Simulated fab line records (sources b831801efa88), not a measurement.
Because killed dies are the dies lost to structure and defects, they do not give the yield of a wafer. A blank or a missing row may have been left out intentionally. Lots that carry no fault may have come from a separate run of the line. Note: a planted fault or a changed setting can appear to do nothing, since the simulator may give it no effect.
fab line records	flow sfqLine
record lots=6	wafers=18	lastDay=84
route steps=325 shown M4@159 I4@163
lots with no fault: from the same line, run without faults
startH: hours from the record's opening day to when the first of the lot's shown wafers began	waitH: how many hours have passed since the lot's step before this one	" identical to the entry in the row above	L1.1+2: a row that stands for several wafers	- value missing, or start not given	* or withheld: withheld	< > ~ a bound
route shown NAME@n: a module of which the file shows steps, and the number in the route of the first	usual: average and standard deviation across the fault-free wafers	same: alike in all rows	chamber/n: place in a boat	sites: the reading at each site	_std_site: standard deviation of those values	_edge_site: outer sites' mean less inner sites'	radiusMm: how far each site lies from the wafer's centre	mask NAME#n: copy n	behind: the last tool/chamber to shape the wafer	hold: cause of the lot's hold/its duration in hours/its outcome	device: which transistor (n, p or np) failed to switch	end of line: the same wafers' tests at the end of the route	a step with no rows: only its recipe	killed: count of dies lost to structure and defects at first sort (not the wafer's yield)	map: the dies of a wafer, with x for killed, . for not killed, _ for no die there
set.NAME: setting as actually run; set.NAME@STEP: the setting as run at that earlier step	model.NAME: the simulator's own value behind a step, which no gauge read
a table for each step, a row for each wafer; lots at some steps of the route
services: from which hour (startH, from the record's first day; less than 0 if before it) a tool's chamber was out of use, for how many hours, and why
## steps
# step SFQ_TRILAYER_M4_BARC_OPEN_METAL_ETCH_123
# recipe maskMaterial=PR	chemistry=O2	targetDepthNm=125	target=BARC	icpW=600	biasW=80	pressureMtorr=10	timeS=41.7
# usual chamberPressureMTorr=10.000/0.0087	drypumpMotorCurrentA=5.5/0.48	oesProductAu=0.685/0.005
lot.wafer	tool	chamber	startH	waitH	chamberPressureMTorr	drypumpMotorCurrentA	oesProductAu	rfHoursCounterH
L682.1	rieMetal-02	0	817.64	0.0	10.018	4.7	0.683	96
L682.2	"	1	"	"	9.993	5.4	0.677	87
L682.4	"	0	"	"	9.997	4.7	0.679	-
L686.1	rieMetal-02	1	932.60	0.0	9.993	5.4	0.680	106
L686.3	"	1	"	"	10.002	5.4	0.680	-
L686.4	"	0	"	"	10.010	4.7	0.684	-
L690.3	rieMetal-04	1	991.42	0.0	10.008	5.6	0.680	-
L690.5	"	1	"	"	10.014	5.6	0.687	-
L690.6	"	0	"	"	9.989	6.1	0.698	-
L696.2	rieMetal-01	0	1092.11	0.0	10.006	5.9	0.686	139
L696.3	"	0	"	"	9.995	5.9	0.688	-
L696.4	"	1	"	"	10.015	5.5	0.689	-
L697.1	rieMetal-02	1	1095.71	0.0	9.989	5.4	0.674	132
L697.3	"	0	"	"	9.990	4.7	0.685	-
L697.6	"	0	"	"	9.999	4.7	0.683	-
L698.1	rieMetal-01	0	1104.86	0.0	9.993	5.9	0.682	142
L698.4	"	1	"	"	9.997	5.5	0.684	-
L698.6	"	0	"	"	9.998	5.9	0.685	-
# step SFQ_TRILAYER_M4_ETCH_METAL_ETCH_096
# recipe target=Nb	stopOn=SiO2	maskMaterial=PR	chemistry=Cl2/Ar	targetDepthNm=240	icpW=600	biasW=80	pressureMtorr=10	timeS=120
# usual chamberPressureMTorr=10.001/0.0089	drypumpMotorCurrentA=5.5/0.48	oesProductAu=0.894/0.006
lot.wafer	tool	chamber	startH	waitH	chamberPressureMTorr	drypumpMotorCurrentA	oesProductAu	rfHoursCounterH
L682.1	rieMetal-02	0	817.70	0.0	10.007	4.7	0.897	96
L682.2	"	1	"	"	9.980	5.4	0.898	87
L682.4	"	0	"	"	10.003	4.7	0.892	-
L686.1	rieMetal-02	1	932.66	0.0	9.999	5.4	0.894	106
L686.3	"	1	"	"	9.987	5.4	0.899	-
L686.4	"	0	"	"	10.002	4.7	0.885	-
L690.3	rieMetal-04	1	991.50	0.1	9.997	5.7	0.890	-
L690.5	"	1	"	"	10.000	5.6	0.892	-
L690.6	"	0	"	"	10.012	6.1	0.891	-
L696.2	rieMetal-01	0	1092.17	0.0	10.009	5.9	0.905	139
L696.3	"	0	"	"	10.013	5.9	0.903	-
L696.4	"	1	"	"	9.989	5.5	0.902	-
L697.1	rieMetal-02	1	1095.77	0.0	10.012	5.4	0.894	132
L697.3	"	0	"	"	10.005	4.7	0.889	-
L697.6	"	0	"	"	10.000	4.7	0.896	-
L698.1	rieMetal-01	0	1104.92	0.0	9.991	5.9	0.887	142
L698.4	"	1	"	"	9.993	5.5	0.888	-
L698.6	"	0	"	"	10.006	5.9	0.899	-
# step SFQ_TRILAYER_M4_STRIP_STRIP_097
# recipe gas=O2	powerW=200	platenTempC=40	overashFraction=0.65	chemistry=O2	pressureMtorr=50
# step SFQ_TRILAYER_M4_STRIP_SOLV_CLEAN_098
# recipe chemistry=NMP	tempC=70	timeS=600
# step SFQ_TRILAYER_I4_DEP_PECVD_099
# recipe material=SiO2	tempC=150	timeS=111.11	pressureTorr=2.4	rfW=183.3	precursor=SiH4/N2O	targetThkNm=500
# step SFQ_TRILAYER_I4_CMP_CMP_100
# recipe material=SiO2	downForcePsi=3	platenRpm=60	padVelocityMS=0.94248
# usual headPressurePsi=3.000/0.0065	motorCurrentA=10.3/1.1	platenRpm=60.00/0.04	timeToEndpointS=216/6.7
lot.wafer	tool	chamber	startH	waitH	headPressurePsi	motorCurrentA	platenRpm	timeToEndpointS
L682.1	cmp-02	0	844.47	25.8	3.009	10.6	59.96	222
L682.2	"	1	"	"	2.999	10.6	60.00	219
L682.4	"	3	845.97	27.3	3.001	10.8	59.98	221
L686.1	cmp-01	0	945.06	11.5	3.000	11.4	60.08	218
L686.3	"	2	946.06	12.5	2.998	9.0	59.98	208
L686.4	"	3	"	"	3.006	10.2	60.02	220
L690.3	cmp-02	2	997.32	4.9	2.998	11.4	60.04	225
L690.5	"	1	998.82	6.4	2.989	10.6	59.99	219
L690.6	"	2	"	"	2.996	11.5	60.04	224
L696.2	cmp-01	3	1105.10	12.0	3.004	9.6	59.99	213
L696.4	"	0	"	"	2.994	12.0	60.03	214
L696.3	"	1	"	"	3.009	9.4	59.92	209
L697.3	cmp-02	0	1111.05	14.3	2.989	11.3	60.07	220
L697.1	"	3	1112.55	15.8	2.999	10.0	60.03	212
L697.6	"	0	"	"	2.998	10.2	59.97	224
L698.4	cmp-02	2	1123.05	17.1	3.001	12.1	59.99	223
L698.1	"	3	"	"	3.011	10.7	59.95	217
L698.6	"	2	1125.05	19.1	3.003	11.3	59.96	226
# step SFQ_I4_BOW_MEAS_927
# recipe mode=bow
# usual I4_BOW=6/12
lot.wafer	tool	chamber	startH	waitH	I4_BOW[um]
L682.1	filmMetro-03	-	847.47	2.5	-12
L682.2	"	-	"	"	-18
L682.4	"	-	"	"	-13
L686.1	filmMetro-02	-	948.06	2.5	32
L686.3	"	-	"	"	14
L686.4	"	-	"	"	18
L690.3	filmMetro-03	-	999.86	2.0	19
L690.5	"	-	"	"	14
L690.6	"	-	"	"	30
L696.2	filmMetro-03	-	1107.62	2.0	-9
L696.3	"	-	"	"	-16
L696.4	"	-	"	"	-20
L697.1	filmMetro-02	-	1114.05	1.0	15
L697.3	"	-	"	"	6
L697.6	"	-	"	"	3
L698.1	filmMetro-02	-	1126.05	2.0	3
L698.4	"	-	"	"	8
L698.6	"	-	"	"	9
# step SFQ_TRILAYER_I4_METRO_MEASURE_101
# usual thkNm=200.2/1.2
lot.wafer	tool	chamber	startH	waitH	thkNm
L682.1	filmMetro-03	-	847.59	0.1	200.8
L682.2	"	-	"	"	200.3
L682.4	"	-	"	"	201.0
L686.1	filmMetro-02	-	948.18	0.1	201.9
L686.3	"	-	"	"	200.6
L686.4	"	-	"	"	201.6
L690.3	filmMetro-03	-	1000.34	0.5	201.9
L690.5	"	-	"	"	200.0
L690.6	"	-	"	"	200.0
L696.2	filmMetro-03	-	1107.92	0.3	200.0
L696.3	"	-	"	"	200.5
L696.4	"	-	"	"	200.4
L697.1	filmMetro-02	-	1114.17	0.1	200.2
L697.3	"	-	"	"	200.3
L697.6	"	-	"	"	200.0
L698.1	filmMetro-02	-	1126.17	0.1	199.2
L698.4	"	-	"	"	198.8
L698.6	"	-	"	"	200.1
# step SFQ_TRILAYER_I4_VIA_LITHO_COAT_108
# recipe resist=BARC	spinRpm=3000	resistThkNm=62.37
# step SFQ_TRILAYER_I4_VIA_LITHO_COAT_103
# recipe resist=KrF	spinRpm=3000	resistThkNm=650
# step SFQ_TRILAYER_I4_VIA_LITHO_SOFTBAKE_107
# recipe tempC=withheld	timeS=withheld	resist=KrF
# step SFQ_TRILAYER_I4_VIA_LITHO_EXPOSE_104
# recipe maskId=I4	na=0.6	sourceShape=conventional	sigmaOuter=0.65	targetCdNm=700	doseMj=21.3
# step SFQ_TRILAYER_I4_VIA_LITHO_PEB_106
# recipe pebTempC=115	pebTimeS=60	resist=KrF
# usual chillPlateTempC=23.00/0.092	exhaustPa=45.0/0.87	heaterPowerTotalW=79.16/0.062	resistLineTempC=23.02/0.097
lot.wafer	tool	chamber	startH	waitH	chillPlateTempC	exhaustPa	heaterPowerTotalW	resistLineTempC
L682.1	lithoTrack-02	0	908.00	1.0	22.99	46.0	79.00	23.19
L682.2	"	0	"	"	22.91	44.8	79.18	23.12
L682.4	"	0	"	"	22.95	46.2	79.19	22.90
L686.1	lithoTrack-04	0	973.55	1.0	23.09	44.6	79.19	22.94
L686.3	"	0	"	"	23.07	45.3	79.21	22.94
L686.4	"	0	"	"	23.07	45.5	79.00	23.07
L690.3	lithoTrack-02	0	1004.80	0.7	22.94	43.6	79.20	23.01
L690.5	"	0	"	"	22.82	44.2	79.24	23.04
L690.6	"	0	"	"	22.98	44.7	79.14	23.02
L696.2	lithoTrack-02	0	1238.25	0.8	22.98	45.0	80.76	23.05
L696.3	"	0	"	"	22.96	43.5	80.90	23.07
L696.4	"	0	"	"	22.98	44.3	80.96	22.99
L697.1	lithoTrack-02	0	1247.82	1.0	22.94	44.7	80.94	23.06
L697.3	"	0	"	"	23.00	43.7	80.89	23.01
L697.6	"	0	"	"	22.91	44.4	80.93	23.06
L698.1	lithoTrack-04	0	1262.35	1.0	22.84	45.9	79.23	23.02
L698.4	"	0	"	"	23.07	45.8	79.25	23.00
L698.6	"	0	"	"	22.96	46.0	79.13	23.09
# step SFQ_TRILAYER_I4_VIA_LITHO_DEVELOP_105
# recipe timeS=60	resist=KrF
# step SFQ_I4_OVL_MEAS_928
# usual I4_OVL=-4/5.7
lot.wafer	tool	chamber	startH	waitH	I4_OVL[nm]
L682.1	overlay-01	-	908.30	0.1	-1
L682.2	"	-	"	"	1
L682.4	"	-	"	"	0
L686.1	overlay-01	-	973.85	0.1	-3
L686.3	"	-	"	"	-1
L686.4	"	-	"	"	-6
L690.3	overlay-01	-	1005.07	0.1	-8
L690.5	"	-	"	"	-3
L690.6	"	-	"	"	5
L696.2	overlay-01	-	1238.53	0.1	9
L696.3	"	-	"	"	6
L696.4	"	-	"	"	8
L697.1	overlay-01	-	1248.12	0.1	-14
L697.3	"	-	"	"	-15
L697.6	"	-	"	"	-7
L698.1	overlay-02	-	1262.65	0.1	-5
L698.4	"	-	"	"	-3
L698.6	"	-	"	"	1
# step SFQ_TRILAYER_I4_VIA_BARC_OPEN_VIA_ETCH_146
# recipe maskMaterial=PR	chemistry=O2	targetDepthNm=125	target=BARC	sourceW=500	biasW=77.72	pressureMtorr=30	timeS=41.7
# usual chamberPressureMTorr=30.004/0.025	drypumpMotorCurrentA=5.67/0.24	oesProductAu=0.687/0.0046
lot.wafer	tool	chamber	startH	waitH	chamberPressureMTorr	drypumpMotorCurrentA	oesProductAu	rfHoursCounterH	model.I4.cdNm
L682.1	rieDiel-03	0	908.34	0.0	29.997	5.44	0.685	5	699.6
L682.2	"	1	"	"	30.004	5.62	0.690	5	701.3
L682.4	"	3	"	"	29.972	5.80	0.693	15	699.1
L686.1	rieDiel-04	2	973.89	0.0	30.028	5.77	0.689	10	699.7
L686.3	"	0	"	"	29.999	5.74	0.685	4	699.7
L686.4	"	0	"	"	30.027	5.73	0.691	-	698.9
L690.3	rieDiel-03	1	1005.09	0.0	30.040	5.60	0.684	8	701.9
L690.5	"	3	"	"	29.975	5.81	0.682	-	701
L690.6	"	0	"	"	30.035	5.44	0.686	-	701.1
L696.2	rieDiel-03	3	1238.56	0.0	30.032	5.80	0.682	20	688.7
L696.3	"	1	"	"	30.069	5.61	0.687	11	690
L696.4	"	0	"	"	29.969	5.43	0.695	9	689.8
L697.1	rieDiel-01	1	1248.16	0.0	30.009	5.07	0.683	13	691
L697.3	"	0	"	"	30.010	6.08	0.692	17	690.1
L697.6	"	2	"	"	30.006	5.80	0.689	-	688
L698.1	rieDiel-04	1	1262.69	0.0	30.020	5.37	0.687	5	698.5
L698.4	"	2	"	"	30.032	5.79	0.683	14	699.6
L698.6	"	1	"	"	30.002	5.32	0.688	-	699.2
# step SFQ_TRILAYER_I4_VIA_ETCH_VIA_ETCH_106
# recipe target=SiO2	stopOn=Nb	maskMaterial=PR	taperDeg=20	chemistry=CHF3	targetDepthNm=260	sourceW=500	biasW=80	pressureMtorr=30	timeS=withheld
# usual chamberPressureMTorr=29.999/0.023	drypumpMotorCurrentA=5.68/0.24	oesProductAu=0.854/0.0053
lot.wafer	tool	chamber	startH	waitH	chamberPressureMTorr	drypumpMotorCurrentA	oesProductAu	model.I4.cdNm
L682.1	rieDiel-03	0	908.38	0.0	30.004	5.44	0.850	700
L682.2	"	1	"	"	30.002	5.65	0.850	700.8
L682.4	"	3	"	"	30.023	5.80	0.851	699.2
L686.1	rieDiel-04	2	973.93	0.0	29.980	5.77	0.859	699
L686.3	"	0	"	"	30.008	5.71	0.857	699.6
L686.4	"	0	"	"	29.968	5.73	0.851	698.4
L690.3	rieDiel-03	1	1005.13	0.0	30.029	5.61	0.864	700.3
L690.5	"	3	"	"	29.990	5.81	0.856	699.7
L690.6	"	0	"	"	29.958	5.43	0.859	702
L696.2	rieDiel-03	3	1238.60	0.0	30.041	5.80	0.857	689.6
L696.3	"	1	"	"	29.989	5.63	0.853	688.9
L696.4	"	0	"	"	30.012	5.46	0.858	689.7
L697.1	rieDiel-01	1	1248.20	0.0	29.965	5.05	0.857	690
L697.3	"	0	"	"	30.019	6.07	0.854	689.3
L697.6	"	2	"	"	30.020	5.82	0.850	687.5
L698.1	rieDiel-04	1	1262.72	0.0	30.014	5.39	0.843	700.1
L698.4	"	2	"	"	29.967	5.75	0.861	700.5
L698.6	"	1	"	"	29.997	5.37	0.849	701.3
# step SFQ_TRILAYER_I4_VIA_STRIP_STRIP_107
# recipe gas=O2	powerW=200	platenTempC=40	overashFraction=0.65	chemistry=O2	pressureMtorr=50
# usual chamberPressureMTorr=50.01/0.045	drypumpMotorCurrentA=5.3/0.38	oesProductAu=0.998/0.0072
lot.wafer	tool	chamber	startH	waitH	chamberPressureMTorr	drypumpMotorCurrentA	oesProductAu	rfHoursCounterH
L682.1	rieMetal-02	0	908.49	-	49.98	4.7	1.000	111
L682.2	"	1	"	"	49.95	5.4	1.004	102
L682.4	"	1	"	"	49.87	5.4	1.005	-
L686.1	rieMetal-01	0	974.04	-	50.02	5.9	0.995	120
L686.3	"	0	"	"	50.03	5.9	1.002	-
L686.4	"	0	"	"	50.00	5.9	0.997	-
L690.3	rieMetal-02	0	1005.64	-	50.00	4.7	0.999	-
L690.5	"	0	"	"	49.99	4.7	0.997	-
L690.6	"	0	"	"	50.02	4.7	1.002	-
L696.2	rieMetal-03	0	1238.71	-	50.05	5.5	1.008	122
L696.3	"	0	"	"	49.93	5.5	1.003	-
L696.4	"	1	"	"	49.97	5.3	1.008	-
L697.1	rieMetal-01	1	1248.31	-	50.03	5.5	0.989	120
L697.3	"	1	"	"	49.97	5.5	0.982	-
L697.6	"	1	"	"	50.00	5.5	0.987	-
L698.1	rieMetal-01	1	1262.84	-	50.04	5.5	0.996	123
L698.4	"	1	"	"	50.04	5.5	0.994	-
L698.6	"	1	"	"	50.02	5.5	1.003	-
## services
tool	chamber	startH	hours	kind
rieDiel-03	1	805.56	3.9	repair
rieMetal-01	-	811.57	1.6	repair
rieMetal-01	1	830.08	12.6	repair
rieDiel-03	3	833.04	13.4	repair
rieDiel-04	-	857.97	28.1	pm
rieMetal-02	-	883.65	1.2	repair
rieDiel-04	0	904.22	2.9	repair
rieDiel-03	0	913.36	3.7	repair
cmp-02	-	913.47	4.0	pm
cmp-02	-	916.94	0.5	repair
rieDiel-04	2	953.03	9.7	repair
rieDiel-03	3	964.87	37.9	repair
rieDiel-04	1	969.47	42.7	repair
rieMetal-01	1	970.67	9.8	repair
cmp-02	-	974.47	4.3	pm
rieDiel-03	0	974.59	1.7	repair
rieMetal-02	1	1002.11	15.7	repair
rieMetal-02	0	1011.13	20.4	repair
rieDiel-03	-	1026.69	2.8	pm
rieDiel-03	0	1122.19	8.6	repair
rieDiel-03	3	1127.33	3.9	repair
rieDiel-03	1	1140.85	8.7	repair
rieMetal-02	1	1181.51	7.3	repair
rieMetal-02	0	1205.91	9.3	repair
## key
firstSign step=SFQ_TRILAYER_I4_VIA_LITHO_PEB_106	reading=heaterPowerTotalW	direction=up	sigmas=28	usual=79.16	struck=80.90
effect none on later readings
modelEffect step=SFQ_TRILAYER_I4_VIA_BARC_OPEN_VIA_ETCH_146	value=I4.cdNm	without=699	struck=689.6
modelEffect step=SFQ_TRILAYER_I4_VIA_ETCH_VIA_ETCH_106	value=I4.cdNm	without=698.6	struck=689.2
metAt SFQ_TRILAYER_I4_VIA_LITHO_PEB_106
struckWafers L696.2,L696.3,L696.4,L697.1,L697.3,L697.6
onsetBetween 1004.80 1238.25
fault kind=processParameterDrift	tool=lithoTrack-02	chamber=-	onsetH=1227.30	steps=SFQ_TRILAYER_I4_VIA_LITHO_PEB_106	channel=pebTimeS	offset=*	shape=step	endH=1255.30	actsIn=*	stated=*
